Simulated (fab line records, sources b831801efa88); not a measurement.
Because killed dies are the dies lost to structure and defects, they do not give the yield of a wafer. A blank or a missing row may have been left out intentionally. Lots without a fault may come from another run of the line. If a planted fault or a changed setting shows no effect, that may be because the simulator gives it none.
Which of the tools did it? || flow gf180mcu || 24 lots, 72 wafers sampled, at 4 steps of a route of 602

== WHAT THE GAUGES SHOWED, per wafer ==
GF_V4_THK_MEAS_01.
{"lot": "L074", "measured": "day 23 07:25", "on": "film_metro-02", "V4_CVD_00_THK (nm)": "600 596 614"}
{"lot": "L075", "measured": "day 23 20:10", "on": "film_metro-02", "V4_CVD_00_THK (nm)": "619 601 627"}
{"lot": "L076", "measured": "day 23 23:10", "on": "film_metro-01", "V4_CVD_00_THK (nm)": "595 590 613"}
{"lot": "L077", "measured": "day 24 15:14", "on": "film_metro-02", "V4_CVD_00_THK (nm)": "617 600 590"}
{"lot": "L078", "measured": "day 25 02:56", "on": "film_metro-02", "V4_CVD_00_THK (nm)": "613 598 596"}
{"lot": "L079", "measured": "day 25 04:29", "on": "film_metro-02", "V4_CVD_00_THK (nm)": "599 596 596"}
{"lot": "L080", "measured": "day 25 22:11", "on": "film_metro-02", "V4_CVD_00_THK (nm)": "596 596 599"}
{"lot": "L081", "measured": "day 25 22:29", "on": "film_metro-02", "V4_CVD_00_THK (nm)": "595 600 615"}
{"lot": "L082", "measured": "day 26 05:35", "on": "film_metro-01", "V4_CVD_00_THK (nm)": "609 589 610"}
{"lot": "L083", "measured": "day 26 15:59", "on": "film_metro-04", "V4_CVD_00_THK (nm)": "593 606 596"}
{"lot": "L084", "measured": "day 27 01:08", "on": "film_metro-02", "V4_CVD_00_THK (nm)": "602 612 606"}
{"lot": "L085", "measured": "day 27 05:20", "on": "film_metro-04", "V4_CVD_00_THK (nm)": "601 592 605"}
{"lot": "L086", "measured": "day 27 14:51", "on": "film_metro-04", "V4_CVD_00_THK (nm)": "588 606 592"}
{"lot": "L087", "measured": "day 27 18:36", "on": "film_metro-01", "V4_CVD_00_THK (nm)": "604 602 601"}
{"lot": "L088", "measured": "day 28 05:05", "on": "film_metro-04", "V4_CVD_00_THK (nm)": "598 601 609"}
{"lot": "L089", "measured": "day 28 14:56", "on": "film_metro-04", "V4_CVD_00_THK (nm)": "614 601 604"}
{"lot": "L090", "measured": "day 29 01:25", "on": "film_metro-04", "V4_CVD_00_THK (nm)": "600 587 591"}
{"lot": "L091", "measured": "day 29 01:58", "on": "film_metro-04", "V4_CVD_00_THK (nm)": "596 584 594"}
{"lot": "L092", "measured": "day 29 06:38", "on": "film_metro-04", "V4_CVD_00_THK (nm)": "598 605 599"}
{"lot": "L093", "measured": "day 29 17:09", "on": "film_metro-02", "V4_CVD_00_THK (nm)": "612 593 608"}
{"lot": "L094", "measured": "day 29 22:20", "on": "film_metro-02", "V4_CVD_00_THK (nm)": "600 603 594"}
{"lot": "L095", "measured": "day 30 02:28", "on": "film_metro-04", "V4_CVD_00_THK (nm)": "597 592 593"}
{"lot": "L096", "measured": "day 30 07:31", "on": "film_metro-01", "V4_CVD_00_THK (nm)": "599 595 605"}
{"lot": "L097", "measured": "day 30 16:22", "on": "film_metro-01", "V4_CVD_00_THK (nm)": "617 603 616"}

GF_V4_CD_MEAS_14: target cd 260 nm.
{"lot": "L074", "measured": "day 24 06:21", "on": "cd_sem-02", "cd_nm (nm)": "258.7 259.6 259.3"}
{"lot": "L075", "measured": "day 24 19:07", "on": "cd_sem-01", "cd_nm (nm)": "259.1 259.1 259.5"}
{"lot": "L076", "measured": "day 24 21:38", "on": "cd_sem-01", "cd_nm (nm)": "261.7 262.0 261.1"}
{"lot": "L077", "measured": "day 25 13:39", "on": "cd_sem-02", "cd_nm (nm)": "258.1 258.9 258.9"}
{"lot": "L078", "measured": "day 26 00:46", "on": "cd_sem-02", "cd_nm (nm)": "260.2 261.3 260.6"}
{"lot": "L079", "measured": "day 26 01:58", "on": "cd_sem-01", "cd_nm (nm)": "260.5 258.5 259.8"}
{"lot": "L080", "measured": "day 26 19:43", "on": "cd_sem-01", "cd_nm (nm)": "261.0 261.1 260.2"}
{"lot": "L081", "measured": "day 26 20:10", "on": "cd_sem-02", "cd_nm (nm)": "259.5 258.8 259.8"}
{"lot": "L082", "measured": "day 27 02:31", "on": "cd_sem-01", "cd_nm (nm)": "258.1 260.7 260.2"}
{"lot": "L083", "measured": "day 27 13:10", "on": "cd_sem-01", "cd_nm (nm)": "258.1 258.2 258.5"}
{"lot": "L084", "measured": "day 27 21:13", "on": "cd_sem-02", "cd_nm (nm)": "260.8 259.6 260.4"}
{"lot": "L085", "measured": "day 28 01:46", "on": "cd_sem-01", "cd_nm (nm)": "261.4 261.1 261.5"}
{"lot": "L086", "measured": "day 28 10:35", "on": "cd_sem-01", "cd_nm (nm)": "260.8 261.1 261.0"}
{"lot": "L087", "measured": "day 28 14:46", "on": "cd_sem-01", "cd_nm (nm)": "258.2 258.4 257.5"}
{"lot": "L088", "measured": "day 29 00:46", "on": "cd_sem-02", "cd_nm (nm)": "260.6 260.5 260.3"}
{"lot": "L089", "measured": "day 29 10:41", "on": "cd_sem-01", "cd_nm (nm)": "260.3 261.3 260.1"}
{"lot": "L090", "measured": "day 29 20:26", "on": "cd_sem-02", "cd_nm (nm)": "260.3 261.1 260.1"}
{"lot": "L091", "measured": "day 29 20:32", "on": "cd_sem-01", "cd_nm (nm)": "260.6 260.1 261.7"}
{"lot": "L092", "measured": "day 30 02:08", "on": "cd_sem-02", "cd_nm (nm)": "259.9 260.0 258.9"}
{"lot": "L093", "measured": "day 30 11:43", "on": "cd_sem-02", "cd_nm (nm)": "259.6 260.6 260.9"}
{"lot": "L094", "measured": "day 30 16:43", "on": "cd_sem-02", "cd_nm (nm)": "261.3 260.6 261.3"}
{"lot": "L095", "measured": "day 30 21:16", "on": "cd_sem-02", "cd_nm (nm)": "260.9 260.2 261.0"}
{"lot": "L096", "measured": "day 31 02:11", "on": "cd_sem-02", "cd_nm (nm)": "259.1 259.2 258.5"}
{"lot": "L097", "measured": "day 31 10:44", "on": "cd_sem-02", "cd_nm (nm)": "260.9 260.1 259.7"}

== WHICH TOOL RAN EACH LOT (tool, then ch and the chambers of the sampled wafers, then the start) ==
{"lot": "L074", "GF_V3_SPUTTER_21": "pvd_sputter-03, day 22 06:42", "GF_M4_SPUTTER_04": "pvd_sputter-04, day 22 07:35"}
{"lot": "L075", "GF_V3_SPUTTER_21": "pvd_sputter-04, day 22 20:06", "GF_M4_SPUTTER_04": "pvd_sputter-01, day 22 20:58"}
{"lot": "L076", "GF_V3_SPUTTER_21": "pvd_sputter-02, day 22 22:25", "GF_M4_SPUTTER_04": "pvd_sputter-01, day 22 23:18"}
{"lot": "L077", "GF_V3_SPUTTER_21": "pvd_sputter-02, day 23 14:55", "GF_M4_SPUTTER_04": "pvd_sputter-04, day 23 15:47"}
{"lot": "L078", "GF_V3_SPUTTER_21": "pvd_sputter-04, day 24 03:33", "GF_M4_SPUTTER_04": "pvd_sputter-03, day 24 04:25"}
{"lot": "L079", "GF_V3_SPUTTER_21": "pvd_sputter-02, day 24 04:29", "GF_M4_SPUTTER_04": "pvd_sputter-01, day 24 06:08"}
{"lot": "L080", "GF_V3_SPUTTER_21": "pvd_sputter-04, day 24 23:24", "GF_M4_SPUTTER_04": "pvd_sputter-03, day 25 00:23"}
{"lot": "L081", "GF_V3_SPUTTER_21": "pvd_sputter-04, day 24 23:44", "GF_M4_SPUTTER_04": "pvd_sputter-01, day 25 00:41"}
{"lot": "L082", "GF_V3_SPUTTER_21": "pvd_sputter-04, day 25 06:31", "GF_M4_SPUTTER_04": "pvd_sputter-01, day 25 07:23"}
{"lot": "L083", "GF_V3_SPUTTER_21": "pvd_sputter-02, day 25 16:28", "GF_M4_SPUTTER_04": "pvd_sputter-04, day 25 17:21"}
{"lot": "L084", "GF_V3_SPUTTER_21": "pvd_sputter-02, day 26 03:16", "GF_M4_SPUTTER_04": "pvd_sputter-04, day 26 04:08"}
{"lot": "L085", "GF_V3_SPUTTER_21": "pvd_sputter-04, day 26 07:00", "GF_M4_SPUTTER_04": "pvd_sputter-03, day 26 07:53"}
{"lot": "L086", "GF_V3_SPUTTER_21": "pvd_sputter-04, day 26 16:37", "GF_M4_SPUTTER_04": "pvd_sputter-01, day 26 17:29"}
{"lot": "L087", "GF_V3_SPUTTER_21": "pvd_sputter-04, day 26 20:22", "GF_M4_SPUTTER_04": "pvd_sputter-03, day 26 21:14"}
{"lot": "L088", "GF_V3_SPUTTER_21": "pvd_sputter-03, day 27 07:23", "GF_M4_SPUTTER_04": "pvd_sputter-04, day 27 08:15"}
{"lot": "L089", "GF_V3_SPUTTER_21": "pvd_sputter-03, day 27 17:49", "GF_M4_SPUTTER_04": "pvd_sputter-04, day 27 18:41"}
{"lot": "L090", "GF_V3_SPUTTER_21": "pvd_sputter-04, day 28 04:25", "GF_M4_SPUTTER_04": "pvd_sputter-03, day 28 05:17"}
{"lot": "L091", "GF_V3_SPUTTER_21": "pvd_sputter-02, day 28 05:17", "GF_M4_SPUTTER_04": "pvd_sputter-01, day 28 06:10"}
{"lot": "L092", "GF_V3_SPUTTER_21": "pvd_sputter-02, day 28 09:20", "GF_M4_SPUTTER_04": "pvd_sputter-04, day 28 10:13"}
{"lot": "L093", "GF_V3_SPUTTER_21": "pvd_sputter-04, day 28 20:31", "GF_M4_SPUTTER_04": "pvd_sputter-03, day 28 21:23"}
{"lot": "L094", "GF_V3_SPUTTER_21": "pvd_sputter-04, day 29 02:52", "GF_M4_SPUTTER_04": "pvd_sputter-01, day 29 03:44"}
{"lot": "L095", "GF_V3_SPUTTER_21": "pvd_sputter-04, day 29 05:22", "GF_M4_SPUTTER_04": "pvd_sputter-03, day 29 06:14"}
{"lot": "L096", "GF_V3_SPUTTER_21": "pvd_sputter-02, day 29 11:23", "GF_M4_SPUTTER_04": "pvd_sputter-04, day 29 12:16"}
{"lot": "L097", "GF_V3_SPUTTER_21": "pvd_sputter-02, day 29 20:24", "GF_M4_SPUTTER_04": "pvd_sputter-03, day 29 21:17"}
- GF_V3_SPUTTER_21: material Ti, target thk 15 nm, time 80.02 s.
- GF_M4_SPUTTER_04: material TiN, target thk 50 nm, time 41.7 s.

== AS READ BY THE TOOLS THEMSELVES (means over the sampled wafers that have a number; for cases with no such wafer, the mark the record gives instead) ==
GF_V3_SPUTTER_21.
{"lot": "L074", "tool": "pvd_sputter-03", "cathode_dc_power_W (W)": 2500.0, "throttle_valve_pct (%)": 31.0}
{"lot": "L075", "tool": "pvd_sputter-04", "cathode_dc_power_W (W)": 2500.6, "throttle_valve_pct (%)": 29.6}
{"lot": "L076", "tool": "pvd_sputter-02", "cathode_dc_power_W (W)": 2500.2, "throttle_valve_pct (%)": 31.1}
{"lot": "L077", "tool": "pvd_sputter-02", "cathode_dc_power_W (W)": 2500.0, "throttle_valve_pct (%)": 30.0}
{"lot": "L078", "tool": "pvd_sputter-04", "cathode_dc_power_W (W)": 2499.9, "throttle_valve_pct (%)": 29.9}
{"lot": "L079", "tool": "pvd_sputter-02", "cathode_dc_power_W (W)": 2499.9, "throttle_valve_pct (%)": 29.9}
{"lot": "L080", "tool": "pvd_sputter-04", "cathode_dc_power_W (W)": 2500.1, "throttle_valve_pct (%)": 29.4}
{"lot": "L081", "tool": "pvd_sputter-04", "cathode_dc_power_W (W)": 2500.1, "throttle_valve_pct (%)": 29.1}
{"lot": "L082", "tool": "pvd_sputter-04", "cathode_dc_power_W (W)": 2499.8, "throttle_valve_pct (%)": 29.5}
{"lot": "L083", "tool": "pvd_sputter-02", "cathode_dc_power_W (W)": 2500.2, "throttle_valve_pct (%)": 30.4}
{"lot": "L084", "tool": "pvd_sputter-02", "cathode_dc_power_W (W)": 2500.1, "throttle_valve_pct (%)": 31.1}
{"lot": "L085", "tool": "pvd_sputter-04", "cathode_dc_power_W (W)": 2500.1, "throttle_valve_pct (%)": 29.7}
{"lot": "L086", "tool": "pvd_sputter-04", "cathode_dc_power_W (W)": 2500.3, "throttle_valve_pct (%)": 29.4}
{"lot": "L087", "tool": "pvd_sputter-04", "cathode_dc_power_W (W)": 2499.9, "throttle_valve_pct (%)": 29.2}
{"lot": "L088", "tool": "pvd_sputter-03", "cathode_dc_power_W (W)": 2500.0, "throttle_valve_pct (%)": 31.0}
{"lot": "L089", "tool": "pvd_sputter-03", "cathode_dc_power_W (W)": 2500.2, "throttle_valve_pct (%)": 30.2}
{"lot": "L090", "tool": "pvd_sputter-04", "cathode_dc_power_W (W)": 2499.4, "throttle_valve_pct (%)": 29.6}
{"lot": "L091", "tool": "pvd_sputter-02", "cathode_dc_power_W (W)": 2499.8, "throttle_valve_pct (%)": 30.0}
{"lot": "L092", "tool": "pvd_sputter-02", "cathode_dc_power_W (W)": 2499.6, "throttle_valve_pct (%)": 30.5}
{"lot": "L093", "tool": "pvd_sputter-04", "cathode_dc_power_W (W)": 2499.8, "throttle_valve_pct (%)": 29.5}
{"lot": "L094", "tool": "pvd_sputter-04", "cathode_dc_power_W (W)": 2499.9, "throttle_valve_pct (%)": 30.0}
{"lot": "L095", "tool": "pvd_sputter-04", "cathode_dc_power_W (W)": 2500.2, "throttle_valve_pct (%)": 29.6}
{"lot": "L096", "tool": "pvd_sputter-02", "cathode_dc_power_W (W)": 2500.2, "throttle_valve_pct (%)": 30.0}
{"lot": "L097", "tool": "pvd_sputter-02", "cathode_dc_power_W (W)": 2499.9, "throttle_valve_pct (%)": 30.1}

GF_M4_SPUTTER_04.
{"lot": "L074", "tool": "pvd_sputter-04", "cathode_dc_power_W (W)": 6499.8, "throttle_valve_pct (%)": 29.5}
{"lot": "L075", "tool": "pvd_sputter-01", "cathode_dc_power_W (W)": 6499.9, "throttle_valve_pct (%)": 29.4}
{"lot": "L076", "tool": "pvd_sputter-01", "cathode_dc_power_W (W)": 6499.4, "throttle_valve_pct (%)": 29.1}
{"lot": "L077", "tool": "pvd_sputter-04", "cathode_dc_power_W (W)": 6500.3, "throttle_valve_pct (%)": 29.5}
{"lot": "L078", "tool": "pvd_sputter-03", "cathode_dc_power_W (W)": 6498.8, "throttle_valve_pct (%)": 30.1}
{"lot": "L079", "tool": "pvd_sputter-01", "cathode_dc_power_W (W)": 6499.6, "throttle_valve_pct (%)": 29.1}
{"lot": "L080", "tool": "pvd_sputter-03", "cathode_dc_power_W (W)": 6499.5, "throttle_valve_pct (%)": 30.3}
{"lot": "L081", "tool": "pvd_sputter-01", "cathode_dc_power_W (W)": 6500.5, "throttle_valve_pct (%)": 29.4}
{"lot": "L082", "tool": "pvd_sputter-01", "cathode_dc_power_W (W)": 6500.2, "throttle_valve_pct (%)": 29.1}
{"lot": "L083", "tool": "pvd_sputter-04", "cathode_dc_power_W (W)": 6500.3, "throttle_valve_pct (%)": 29.2}
{"lot": "L084", "tool": "pvd_sputter-04", "cathode_dc_power_W (W)": 6499.7, "throttle_valve_pct (%)": 29.6}
{"lot": "L085", "tool": "pvd_sputter-03", "cathode_dc_power_W (W)": 6500.4, "throttle_valve_pct (%)": 30.6}
{"lot": "L086", "tool": "pvd_sputter-01", "cathode_dc_power_W (W)": 6499.7, "throttle_valve_pct (%)": 29.8}
{"lot": "L087", "tool": "pvd_sputter-03", "cathode_dc_power_W (W)": 6500.0, "throttle_valve_pct (%)": 30.5}
{"lot": "L088", "tool": "pvd_sputter-04", "cathode_dc_power_W (W)": 6500.4, "throttle_valve_pct (%)": 29.3}
{"lot": "L089", "tool": "pvd_sputter-04", "cathode_dc_power_W (W)": 6499.8, "throttle_valve_pct (%)": 29.4}
{"lot": "L090", "tool": "pvd_sputter-03", "cathode_dc_power_W (W)": 6500.2, "throttle_valve_pct (%)": 30.3}
{"lot": "L091", "tool": "pvd_sputter-01", "cathode_dc_power_W (W)": 6500.6, "throttle_valve_pct (%)": 29.3}
{"lot": "L092", "tool": "pvd_sputter-04", "cathode_dc_power_W (W)": 6499.7, "throttle_valve_pct (%)": 29.5}
{"lot": "L093", "tool": "pvd_sputter-03", "cathode_dc_power_W (W)": 6499.7, "throttle_valve_pct (%)": 30.2}
{"lot": "L094", "tool": "pvd_sputter-01", "cathode_dc_power_W (W)": 6499.7, "throttle_valve_pct (%)": 29.5}
{"lot": "L095", "tool": "pvd_sputter-03", "cathode_dc_power_W (W)": 6499.6, "throttle_valve_pct (%)": 30.2}
{"lot": "L096", "tool": "pvd_sputter-04", "cathode_dc_power_W (W)": 6499.6, "throttle_valve_pct (%)": 29.3}
{"lot": "L097", "tool": "pvd_sputter-03", "cathode_dc_power_W (W)": 6498.9, "throttle_valve_pct (%)": 31.2}

== THE ANSWER, worked out from the rows above alone ==
Rule: what is usual is taken from the lots themselves. Put in order of their means at a reading, lots are off if they are a third of the lots or fewer, leave a main group of 4 or more, and stand apart from it by a gap of 3 or more times the standard deviation of the main group's means; of several such gaps the widest counts. The tables above print the reading to a certain number of digits; a main group whose means all agree to those digits is not used. Also off: a lot with no number at a reading for which 4 or more lots have one. The other lots that the step has rows for count as sound. Order of review: gauges by route order, followed by the tools' own readings, for which a lot's mean as printed above is used. The first step at which some lot is off is used, and at that step the reading that is off furthest; a lot without a number counts as furthest.
Across all readings shown, no lot is off: no conclusion can be drawn from this.

== WHAT WAS PUT IN BY THE SIMULATOR ==
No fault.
